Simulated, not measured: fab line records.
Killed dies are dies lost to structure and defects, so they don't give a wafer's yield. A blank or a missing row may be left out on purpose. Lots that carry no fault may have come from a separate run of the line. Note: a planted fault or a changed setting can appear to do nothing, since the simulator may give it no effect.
2 desks, one fault | flow gf180mcu | every desk sees just its own numbers, and what lay behind them comes last

THE METROLOGY DESK
What the gauges read, lot by lot, whatever tool the lot ran on: means of the sampled wafers that have a number. If a lot's mean is further than 4 standard deviations from the usual mean, the lot is out of limits and carries the mark OUT (the distance appears in the brackets).
Columns: A = SALICIDE_TIN_THK at GF_SALICIDE_THK_MEAS_05, usual 19.91 nm; B = V2_CVD_02_THK at GF_V2_THK_MEAS_03, usual 852 nm; C = V2_OVL at GF_V2_OVL_MEAS_15, usual 0 nm
lot  | first seen here | A                | B   | C
L769 | day 15 01:51    | 19.71            | 867 | 3
L770 | day 16 03:25    | 19.94            | 859 | -2
L772 | day 16 11:10    | 19.64            | 854 | 5
L771 | day 16 14:40    | 20.17            | 861 | 2
L774 | day 17 08:15    | 19.88            | 863 | 8
L776 | day 17 23:35    | 20.10            | 865 | 4
L782 | day 19 19:18    | 17.67 (-8.6) OUT | 843 | -5
L783 | day 20 04:34    | 17.95 (-7.5) OUT | 855 | -1
L784 | day 20 14:23    | 17.54 (-9.1) OUT | 847 | 5
L789 | day 22 10:49    | 20.36            | 855 | 1
L790 | day 22 18:38    | 19.97            | 863 | 1
L791 | day 22 21:41    | 19.62            | 850 | -7
L792 | day 23 03:35    | 19.86            | 846 | 5
This desk finds L782, L783, L784 out of limits, with the earliest case on L782 at day 19 19:18 (SALICIDE_TIN_THK at GF_SALICIDE_THK_MEAS_05). L769, L770, L772, L771, L774, L776, L789, L790, L791, L792 stayed within limits.

FOR THE TOOL OWNER'S DESK: pvdSputter-03
The tool's own readings at GF_SALICIDE_SPUTTER_03 (material TiN, target thk 20 nm, time 16.7 s): means of the sampled wafers that have a number, for each lot that ran on this tool. If a lot's mean is further than 4 standard deviations from the usual mean, the lot is out of limits and carries the mark OUT (the distance appears in the brackets).
Columns: A = cathodeDcPowerW at GF_SALICIDE_SPUTTER_03, usual 6499.9 W; B = throttleValvePct at GF_SALICIDE_SPUTTER_03, usual 30.0 %
lot  | first seen here | A                        | B
L774 | day 17 08:05    | 6499.6                   | 30.0
L776 | day 17 23:26    | 6500.1                   | 29.2
L782 | day 19 19:09    | 5778.4 (-99 or more) OUT | 29.1
L783 | day 20 04:25    | 5778.1 (-99 or more) OUT | 30.3
L784 | day 20 14:15    | 5779.3 (-99 or more) OUT | 29.4
L790 | day 22 18:29    | 6499.4                   | 29.7
This desk finds L782, L783, L784 out of limits, L782 being first, at day 19 19:09 (cathodeDcPowerW at GF_SALICIDE_SPUTTER_03). L774, L776, L790 stayed within limits.

PUT TOGETHER
At day 19 19:09, on L782, L783, L784, the tool owner's desk was in a position to raise an alarm.
Metrology desk: alarm possible at day 19 19:18 on L782, L783, L784.
Every lot named ran GF_SALICIDE_SPUTTER_03 on pvdSputter-03.

WHAT THE SIMULATOR HAD PUT IN
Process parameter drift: pvdSputter-03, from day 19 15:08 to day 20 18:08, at GF_SALICIDE_SPUTTER_03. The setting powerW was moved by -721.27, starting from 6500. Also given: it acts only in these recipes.
Shown lots that were struck: L782, L783, L784.
Time in hours from fault onset to the first out-of-limits reading at each desk: tool owner's desk 4, metrology desk 4.
